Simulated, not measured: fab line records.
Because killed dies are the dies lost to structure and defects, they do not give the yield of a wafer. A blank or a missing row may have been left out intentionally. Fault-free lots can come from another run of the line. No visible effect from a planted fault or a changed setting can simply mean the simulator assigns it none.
fab line records	flow sky130
record: lots: 7	wafers: 21	lastDay: 50
route steps=708 shown VIA3@589 METAL4@598
lots that met no fault: from a run of the same line without faults
startH: start of the lot's first displayed wafer, in hours after the record's first day	waitH: time in hours since the lot's previous step	" unchanged from the row above	L1.1+2: several wafers, shown together as one row	- no value, or no start given	* or withheld: withheld	< > ~ a bound
route shown NAME@n: a module of which the file shows steps, and the number in the route of the first	usual: mean/standard deviation taken from wafers without a fault	same: alike in all rows	chamber/n: place in a boat	sites: readings site by site	_std_site: standard deviation across them	_edge_site: the outer-site mean with the inner-site mean subtracted	radiusMm: how far each site lies from the wafer's centre	mask NAME#n: copy n	behind: the tool/chamber that last shaped the wafer	hold: why the lot was held/for how many hours/how that ended	device: transistor that didn't switch, given as n, p or np	end of line: the route-end tests of the same wafers	where a step has no rows: the recipe by itself	killed: not the wafer's yield, but the dies lost to structure and defects at the first sort	map: a wafer's dies, marking killed ones x, the rest . and places with no die _
set.NAME: the setting as run; set.NAME@STEP: as run at that earlier step	model.NAME: the simulator's own value behind a step, which no gauge read
lots seen at some steps along the route; tables by step, rows by wafer
services: from which hour (startH, from the record's first day; less than 0 if before it) a tool's chamber was out of use, for how many hours, and why
== steps ==
step: SKY_VIA3_STRIP_16
recipe: chemistry: O2/N2	powerW: 1400	pressureMtorr: 1500	platenTempC: withheld	o2FlowSccm: 3000	n2FlowSccm: 300	overashFraction: 0.5
usual: drypumpMotorCurrentA: 5.4/0.39	oesProductAu: 0.402/0.0048	stripTimeToEndpointS: 4.125/0.022
lot.wafer	tool	chamber	startH	waitH	drypumpMotorCurrentA	oesProductAu	rfHoursCounterH	stripTimeToEndpointS
L431.1	plasmaAsher-03	1	960.82	0.0	5.7	0.408	50	4.152
L431.3	"	1	"	"	5.7	0.401	-	4.136
L431.4	"	0	"	"	4.9	0.410	-	4.138
L438.1	plasmaAsher-01	0	1009.37	0.0	5.7	0.400	91	4.139
L438.2	"	1	"	"	5.6	0.403	91	4.141
L438.6	"	1	"	"	5.6	0.407	-	4.153
L445.1	plasmaAsher-02	1	1052.77	0.0	5.0	0.408	33	4.091
L445.3	"	0	"	"	5.9	0.404	-	4.118
L445.5	"	0	"	"	5.9	0.409	-	4.096
L446.2	plasmaAsher-02	1	1058.41	0.0	4.9	0.404	33	4.114
L446.3	"	1	"	"	5.0	0.403	-	4.115
L446.6	"	1	"	"	5.0	0.394	-	4.102
L447.2	plasmaAsher-03	1	1061.61	0.0	5.7	0.406	60	4.135
L447.4	"	0	"	"	4.9	0.407	-	4.099
L447.5	"	0	"	"	4.9	0.398	-	4.116
L449.1	plasmaAsher-03	1	1077.16	0.0	5.7	0.401	61	4.128
L449.2	"	0	"	"	4.9	0.396	61	4.134
L449.3	"	0	"	"	4.9	0.407	-	4.130
L450.2	plasmaAsher-02	0	1084.97	0.0	5.8	0.406	36	4.154
L450.3	"	0	"	"	5.9	0.391	-	4.119
L450.5	"	0	"	"	5.8	0.407	-	4.117
step: SKY_VIA3_STRIP_17
recipe: chemistry: postEtchResidueRemover	timeS: 1200	tempC: 72.5
step: SKY_VIA3_CLEAN_18
recipe: chemistry: IPA	timeS: 180	tempC: 25
step: SKY_VIA3_CLEAN_19
recipe: chemistry: O3/DIW	dry: n2Spin
step: SKY_VIA3_SPUTTER_20
recipe: material: TiN	targetThkNm: 20	chamberPressurePa: 5	powerW: 4000	timeS: 80
step: SKY_VIA3_CVD_21
recipe: material: W	targetThkNm: 390	timeS: 117.31	tempC: 400	pressureTorr: 40
step: SKY_VIA3_RS_MEAS_22
recipe: thkMeasGauge: four-point-probe	reads: W_of_VIA3_CVD_21+TiN_of_VIA3_SPUTTER_20
usual: VIA3_W_RS: 0.2923/0.0025
lot.wafer	tool	chamber	startH	waitH	VIA3_W_RS[ohm/sq]
L431.1	filmMetro-02	-	961.60	0.1	0.2931
L431.3	"	-	"	"	0.2926
L431.4	"	-	"	"	0.2937
L438.1	filmMetro-02	-	1010.15	0.1	0.2956
L438.2	"	-	"	"	0.2956
L438.6	"	-	"	"	0.2962
L445.1	filmMetro-03	-	1053.55	0.1	0.2906
L445.3	"	-	"	"	0.2886
L445.5	"	-	"	"	0.2868
L446.2	filmMetro-01	-	1059.55	0.1	0.2946
L446.3	"	-	"	"	0.2910
L446.6	"	-	"	"	0.2907
L447.2	filmMetro-02	-	1062.50	0.1	0.2884
L447.4	"	-	"	"	0.2874
L447.5	"	-	"	"	0.2897
L449.1	filmMetro-02	-	1078.05	0.1	0.2899
L449.2	"	-	"	"	0.2895
L449.3	"	-	"	"	0.2902
L450.2	filmMetro-01	-	1085.76	0.1	0.2880
L450.3	"	-	"	"	0.2924
L450.5	"	-	"	"	0.2886
step: SKY_VIA3_THK_MEAS_23
recipe: thkMeasGauge: xrf	reads: W_of_VIA3_CVD_21
usual: VIA3_W_THK: 376/5.3
lot.wafer	tool	chamber	startH	waitH	VIA3_W_THK[nm]
L431.1	filmMetro-02	-	961.72	0.1	374
L431.3	"	-	"	"	374
L431.4	"	-	"	"	376
L438.1	filmMetro-02	-	1010.27	0.1	372
L438.2	"	-	"	"	371
L438.6	"	-	"	"	370
L445.1	filmMetro-03	-	1053.67	0.1	375
L445.3	"	-	"	"	379
L445.5	"	-	"	"	381
L446.2	filmMetro-01	-	1059.66	0.1	382
L446.3	"	-	"	"	387
L446.6	"	-	"	"	386
L447.2	filmMetro-02	-	1062.61	0.1	379
L447.4	"	-	"	"	380
L447.5	"	-	"	"	374
L449.1	filmMetro-02	-	1078.17	0.1	378
L449.2	"	-	"	"	375
L449.3	"	-	"	"	376
L450.2	filmMetro-01	-	1085.87	0.1	379
L450.3	"	-	"	"	374
L450.5	"	-	"	"	379
step: SKY_VIA3_CMP_24
recipe: stopOn: SiO2	tOverpolishS: 20	downForcePsi: 3.5	platenRpm: 60	targetThkNm: 0	padVelocityMS: 0.94248
usual: motorCurrentA: 11.0/1.4	overpolishRunS: 19.999/0.0085	slurryFilterDpKPa: 13.49/0.14	timeToEndpointS: 96/3
lot.wafer	tool	chamber	startH	waitH	motorCurrentA	overpolishRunS	slurryFilterDpKPa	timeToEndpointS
L431.3	cmp-01	2	961.78	0.0	13.0	19.993	13.57	98
L431.4	"	3	"	"	8.9	20.004	13.53	97
L431.1	"	1	"	"	10.6	19.987	13.73	100
L438.1	cmp-01	1	1010.38	0.1	11.0	19.979	13.30	96
L438.2	"	2	"	"	12.9	20.003	13.52	92
L438.6	"	0	"	"	12.0	20.005	13.41	95
L445.1	cmp-02	3	1053.73	0.1	11.0	19.994	13.61	90
L445.3	"	2	"	"	11.7	19.996	13.60	93
L445.5	"	0	"	"	10.7	20.001	13.34	95
L446.3	cmp-02	0	1059.71	0.0	11.3	19.992	13.57	96
L446.2	"	3	"	"	11.4	19.992	13.47	93
L446.6	"	1	"	"	8.2	20.001	13.42	95
L447.2	cmp-01	3	1062.71	0.1	9.4	19.999	13.43	96
L447.4	"	0	"	"	12.2	20.020	13.34	102
L447.5	"	3	"	"	9.7	20.004	13.41	95
L449.1	cmp-02	0	1078.28	0.1	10.6	19.989	13.75	97
L449.2	"	1	"	"	8.6	19.993	13.37	95
L449.3	"	2	"	"	11.6	20.002	13.49	95
L450.2	cmp-01	2	1085.92	0.0	13.2	19.985	13.59	93
L450.3	"	1	"	"	10.8	20.007	13.46	93
L450.5	"	3	"	"	9.4	20.005	13.35	92
step: SKY_METAL4_SPUTTER_00
recipe: material: Ti	targetThkNm: 15	powerW: 3000	timeS: 10	chamberPressurePa: 0.4
usual: cathodeDcPowerW: 3000.1/0.49	chamberPressurePa: 0.4000/0.00077	throttleValvePct: 29.8/0.83
lot.wafer	tool	chamber	startH	waitH	cathodeDcPowerW	chamberPressurePa	throttleValvePct
L431.1	pvdSputter-03	-	962.08	0.1	3000.1	0.4011	30.0
L431.3	"	-	"	"	3000.2	0.3989	30.4
L431.4	"	-	"	"	3000.2	0.4004	29.1
L438.1	pvdSputter-04	-	1010.63	0.2	3000.1	0.4007	30.3
L438.2	"	-	"	"	2999.7	0.4005	30.0
L438.6	"	-	"	"	3000.8	0.3996	30.2
L445.1	pvdSputter-04	-	1054.03	0.2	3000.2	0.3995	29.7
L445.3	"	-	"	"	3000.5	0.3992	29.0
L445.5	"	-	"	"	2999.7	0.3987	29.4
L446.2	pvdSputter-01	-	1060.01	0.1	2999.7	0.4002	29.9
L446.3	"	-	"	"	2999.7	0.4003	29.8
L446.6	"	-	"	"	2999.2	0.4002	27.9
L447.2	pvdSputter-01	-	1062.96	0.2	2999.7	0.3996	30.3
L447.4	"	-	"	"	3000.5	0.3991	31.4
L447.5	"	-	"	"	3000.0	0.4010	27.7
L449.1	pvdSputter-04	-	1078.53	0.2	3000.3	0.4005	29.4
L449.2	"	-	"	"	3000.1	0.4009	30.1
L449.3	"	-	"	"	3000.0	0.3998	30.6
L450.2	pvdSputter-01	-	1086.22	0.2	2999.7	0.4004	31.4
L450.3	"	-	"	"	2999.3	0.3984	27.8
L450.5	"	-	"	"	2999.5	0.3986	30.1
step: SKY_METAL4_SPUTTER_01
recipe: material: TiN	targetThkNm: 20	powerW: 6500	timeS: 16.7	chamberPressurePa: 0.4
step: SKY_METAL4_SPUTTER_02
recipe: material: AlCu	targetThkNm: 735	powerW: 10600	timeS: 39.1	chamberPressurePa: 0.4
usual: cathodeDcPowerW: 10600/1.8	chamberPressurePa: 0.3999/0.00078	throttleValvePct: 29.9/0.83
lot.wafer	tool	chamber	startH	waitH	cathodeDcPowerW	chamberPressurePa	throttleValvePct
L431.1	pvdSputter-03	-	962.13	0.0	10602	0.4001	29.8
L431.3	"	-	"	"	10599	0.3994	30.3
L431.4	"	-	"	"	10601	0.4000	29.1
L438.1	pvdSputter-04	-	1010.68	0.0	10599	0.4000	30.0
L438.2	"	-	"	"	10603	0.3990	30.1
L438.6	"	-	"	"	10601	0.3994	30.2
L445.1	pvdSputter-04	-	1054.08	0.0	10598	0.3994	30.1
L445.3	"	-	"	"	10599	0.3988	29.5
L445.5	"	-	"	"	10600	0.3988	29.5
L446.2	pvdSputter-01	-	1060.06	0.0	10595	0.4003	30.1
L446.3	"	-	"	"	10598	0.3992	30.0
L446.6	"	-	"	"	10601	0.4009	27.8
L447.2	pvdSputter-01	-	1063.01	0.0	10598	0.4000	30.2
L447.4	"	-	"	"	10598	0.3998	31.2
L447.5	"	-	"	"	10600	0.4002	27.8
L449.1	pvdSputter-04	-	1078.58	0.0	10602	0.4004	29.5
L449.2	"	-	"	"	10600	0.3986	30.2
L449.3	"	-	"	"	10598	0.4010	30.6
L450.2	pvdSputter-01	-	1086.27	0.0	10600	0.3999	31.2
L450.3	"	-	"	"	10599	0.3983	27.9
L450.5	"	-	"	"	10600	0.4014	30.2
step: SKY_METAL4_SPUTTER_03
recipe: material: Ti	targetThkNm: 5	powerW: 3000	timeS: 3.3	chamberPressurePa: 0.4
usual: cathodeDcPowerW: 3000.0/0.53	chamberPressurePa: 0.3999/0.00085	throttleValvePct: 29.9/0.83
lot.wafer	tool	chamber	startH	waitH	cathodeDcPowerW	chamberPressurePa	throttleValvePct
L431.1	pvdSputter-03	-	962.16	0.0	3001.0	0.3994	30.1
L431.3	"	-	"	"	3000.0	0.3991	30.2
L431.4	"	-	"	"	2999.6	0.4004	28.7
L438.1	pvdSputter-04	-	1010.72	0.0	3000.6	0.4000	29.8
L438.2	"	-	"	"	2999.5	0.4001	30.0
L438.6	"	-	"	"	3000.3	0.3988	30.2
L445.1	pvdSputter-04	-	1054.12	0.0	-	-	-
L445.3	"	-	"	"	-	-	-
L445.5	"	-	"	"	-	-	-
L446.2	pvdSputter-01	-	1060.10	0.0	-	-	-
L446.3	"	-	"	"	-	-	-
L446.6	"	-	"	"	-	-	-
L447.2	pvdSputter-01	-	1063.05	0.0	-	-	-
L447.4	"	-	"	"	-	-	-
L447.5	"	-	"	"	-	-	-
L449.1	pvdSputter-04	-	1078.62	0.0	2999.9	0.3998	29.3
L449.2	"	-	"	"	3000.4	0.3995	30.2
L449.3	"	-	"	"	2999.6	0.3997	30.6
L450.2	pvdSputter-01	-	1086.31	0.0	2999.9	0.4003	31.3
L450.3	"	-	"	"	2999.5	0.3992	27.8
L450.5	"	-	"	"	3000.9	0.3999	29.9
step: SKY_METAL4_SPUTTER_04
recipe: material: TiN	targetThkNm: 70	powerW: 6500	timeS: 58.3	chamberPressurePa: 0.4
usual: cathodeDcPowerW: 6499.9/1.2	chamberPressurePa: 0.4000/0.00078	throttleValvePct: 29.9/0.83
lot.wafer	tool	chamber	startH	waitH	cathodeDcPowerW	chamberPressurePa	throttleValvePct
L431.1	pvdSputter-03	-	962.18	0.0	6499.1	0.3988	30.1
L431.3	"	-	"	"	6499.9	0.4012	30.3
L431.4	"	-	"	"	6500.3	0.4006	29.0
L438.1	pvdSputter-04	-	1010.74	0.0	6499.5	0.4003	29.7
L438.2	"	-	"	"	6500.2	0.4002	30.3
L438.6	"	-	"	"	6499.4	0.4000	30.2
L445.1	pvdSputter-04	-	1054.14	0.0	6501.3	0.4007	30.0
L445.3	"	-	"	"	6500.0	0.3995	29.6
L445.5	"	-	"	"	6500.3	0.4004	29.3
L446.2	pvdSputter-01	-	1060.12	0.0	6501.1	0.3996	30.2
L446.3	"	-	"	"	6498.4	0.4008	29.9
L446.6	"	-	"	"	6500.9	0.3991	27.6
L447.2	pvdSputter-01	-	1063.07	0.0	6498.7	0.3994	30.1
L447.4	"	-	"	"	6498.6	0.4004	31.3
L447.5	"	-	"	"	6501.1	0.3996	28.0
L449.1	pvdSputter-04	-	1078.63	0.0	6499.3	0.4000	29.3
L449.2	"	-	"	"	6500.8	0.3992	30.3
L449.3	"	-	"	"	6498.9	0.3981	30.6
L450.2	pvdSputter-01	-	1086.33	0.0	6502.3	0.4007	31.3
L450.3	"	-	"	"	6502.0	0.4012	28.1
L450.5	"	-	"	"	6499.7	0.4004	30.0
== services ==
tool	chamber	startH	hours	kind
plasmaAsher-03	-	939.72	4.4	repair
pvdSputter-01	-	953.44	6.6	repair
cmp-01	-	954.59	2.3	repair
plasmaAsher-03	-	963.27	1.4	repair
cmp-02	-	975.43	6.7	pm
cmp-01	-	994.39	6.2	repair
cmp-01	-	1000.56	3.0	pm
cmp-01	-	1012.71	1.3	repair
plasmaAsher-01	-	1014.60	1.4	repair
pvdSputter-03	-	1046.42	24.0	repair
pvdSputter-04	-	1059.59	7.5	repair
plasmaAsher-03	-	1066.71	4.0	repair
plasmaAsher-01	-	1076.75	28.1	pm
cmp-01	-	1086.22	4.0	pm
== key ==
firstSign: step: SKY_METAL4_SPUTTER_03	reading: toolRecord	direction: missing
effect none on later readings
metAt SKY_METAL4_SPUTTER_03
struckWafers L445.1,L445.3,L445.5,L446.2,L446.3,L446.6,L447.2,L447.4,L447.5
laterRowsLeftOut L445.1,L445.3,L445.5,L446.2,L446.3,L446.6,L447.2,L447.4,L447.5
sortLeftOut L445.1,L445.3,L445.5,L446.2,L446.3,L446.6,L447.2,L447.4,L447.5
onsetBetween 1010.72 1054.12
fault: kind: skippedStepWhole	tool: pvdSputter-01,pvdSputter-04	chamber: -	onsetH: 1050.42	steps: SKY_METAL4_SPUTTER_03	scope: struckLotsOnly
sortLeftOut: the simulated sort isn't trusted on such a fault, so these wafers' sort isn't shown, and their yield isn't known
laterRowsLeftOut: the simulator's readings of these wafers behind a module that went badly wrong aren't trusted and aren't shown, but for the sort
